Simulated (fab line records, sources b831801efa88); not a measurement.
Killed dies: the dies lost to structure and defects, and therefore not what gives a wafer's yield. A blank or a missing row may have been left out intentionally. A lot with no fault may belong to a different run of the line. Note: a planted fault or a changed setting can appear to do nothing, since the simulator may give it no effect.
Which tool is to blame? | flow gf180mcu | 7 lots with 21 wafers sampled at 2 steps, on a route of 602 steps

WHAT EACH GAUGE READ, for each wafer
GF_SAB_THK_MEAS_01.
lot  | measured     | on            | SAB_CVD_00_THK (nm)
L970 | day 14 18:39 | film metro-03 | 49.8 50.3 50.3
L975 | day 16 21:02 | film metro-04 | 49.6 50.3 50.2
L977 | day 17 08:20 | film metro-02 | 50.4 50.2 50.6
L979 | day 18 16:13 | film metro-04 | 49.4 49.9 50.6
L985 | day 20 15:49 | film metro-02 | 16.0 15.7 16.2
L989 | day 21 11:07 | film metro-03 | 49.4 50.2 49.4
L991 | day 22 02:44 | film metro-02 | 49.9 50.9 49.3

TOOL THAT RAN EACH LOT (tool first, then ch and the chambers of the sampled wafers, then the start)
lot  | GF_SAB_CVD_00
L970 | pecvd-02 ch 0,1,2, day 14 18:38
L975 | pecvd-04 ch 1,2, day 16 21:00
L977 | pecvd-04 ch 0,1,2, day 17 08:17
L979 | pecvd-03 ch 0,1,2, day 18 16:11
L985 | pecvd-04 ch 0,1,2, day 20 15:47
L989 | pecvd-02 ch 0,1,2, day 21 11:05
L991 | pecvd-02 ch 0,1,2, day 22 02:41
- GF_SAB_CVD_00: deposits SiO2 from TEOS, target thk 50 nm, time 4.9302 s.

THE ANSWER, worked out from the rows above alone
Rule: the lots themselves supply what counts as usual. The widest of any qualifying gaps counts: lots, ordered by their means at a reading, are off when they make up no more than a third of the lots, leave a main group of 4 or more, and stand apart from it by 3 or more times the standard deviation of that group's means. Not used: any main group whose means are identical at the precision the tables above print for the reading. Also off: a lot with no number at a reading for which 4 or more lots have one. Where the step has rows for the other lots, those lots are counted as sound.
Off: at GF_SAB_THK_MEAS_01 (SAB_CVD_00_THK), L985. Mean 50.0 nm and standard deviation 0.22 in the main group.
If a tool, at a process step before that reading, ran all the lots that are off and no sound lot after the first of them, it fits. Those tools and the gauges at GF_SAB_THK_MEAS_01 are tried in the same way. One fits: GF_SAB_CVD_00 on pecvd-04. Its last sound lot is L977 (day 17 08:17), its first lot that is off L985 (day 20 15:47): a fault that began between those two fits.

WHAT THE SIMULATOR PUT IN
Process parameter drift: pecvd-04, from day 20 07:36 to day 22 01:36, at GF_SAB_CVD_00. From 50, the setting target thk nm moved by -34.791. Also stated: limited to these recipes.
Lots struck among those shown: L985. The rule above reached the same finding.
